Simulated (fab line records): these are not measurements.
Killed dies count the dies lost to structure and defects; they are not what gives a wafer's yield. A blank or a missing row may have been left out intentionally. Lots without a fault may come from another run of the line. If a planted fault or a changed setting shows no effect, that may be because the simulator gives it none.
Matching of chambers || flow gf180mcu || pecvd-04 running GF_V2_CVD_02: 3 sister chambers
The step deposits SiO2 from TEOS, target thk 850 nm, time 94.851 s. 6 wafers are shown with their chamber, then 9 later ones without.

EACH WAFER AND ITS CHAMBER
{"wafer": "L076.5", "chamber": 1, "heaterPowerW (W)": 565}
{"wafer": "L086.1", "chamber": 0, "heaterPowerW (W)": 719}
{"wafer": "L086.5", "chamber": 1, "heaterPowerW (W)": 568}
{"wafer": "L089.1", "chamber": 2, "heaterPowerW (W)": 609}
{"wafer": "L089.3", "chamber": 0, "heaterPowerW (W)": 730}
{"wafer": "L089.6", "chamber": 2, "heaterPowerW (W)": 642}

WAFERS WITHOUT THEIR CHAMBER
{"wafer": "L092.3", "heaterPowerW (W)": 581}
{"wafer": "L092.5", "heaterPowerW (W)": 627}
{"wafer": "L092.6", "heaterPowerW (W)": 651}
{"wafer": "L094.1", "heaterPowerW (W)": 506}
{"wafer": "L094.4", "heaterPowerW (W)": 731}
{"wafer": "L094.5", "heaterPowerW (W)": 554}
{"wafer": "L097.1", "heaterPowerW (W)": 685}
{"wafer": "L097.2", "heaterPowerW (W)": 557}
{"wafer": "L097.3", "heaterPowerW (W)": 694}

WHICH CHAMBER EACH ONE RAN IN
{"wafer": "L092.3", "from the rows above": 1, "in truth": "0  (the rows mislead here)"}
{"wafer": "L092.5", "from the rows above": 2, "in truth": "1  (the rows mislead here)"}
{"wafer": "L092.6", "from the rows above": 2, "in truth": 2}
{"wafer": "L094.1", "from the rows above": 1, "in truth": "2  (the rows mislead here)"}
{"wafer": "L094.4", "from the rows above": 0, "in truth": 0}
{"wafer": "L094.5", "from the rows above": 1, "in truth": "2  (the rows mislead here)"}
{"wafer": "L097.1", "from the rows above": "can't be placed: 0 or 2", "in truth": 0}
{"wafer": "L097.2", "from the rows above": 1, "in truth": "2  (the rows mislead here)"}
{"wafer": "L097.3", "from the rows above": 0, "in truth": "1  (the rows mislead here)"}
Placed correctly: 2 of 9. From these rows, 1 cannot be placed; in 1 the true chamber is one of the candidates. Number placed wrongly: 6.
How it was worked out, from the rows above alone: a wafer's distance from a chamber is the root of the sum, over the readings, of the square of ((its reading less the chamber's mean) divided by the reading's scatter). The wafer belongs to the nearest chamber; if the next one is less than 2 further off, it can't be placed. For every chamber, the mean is computed from those of its wafers that are shown. The scatter: take each reading less its chamber's mean, square it, sum over the shown wafers, divide by the number of wafers less the number of chambers, and take the root.
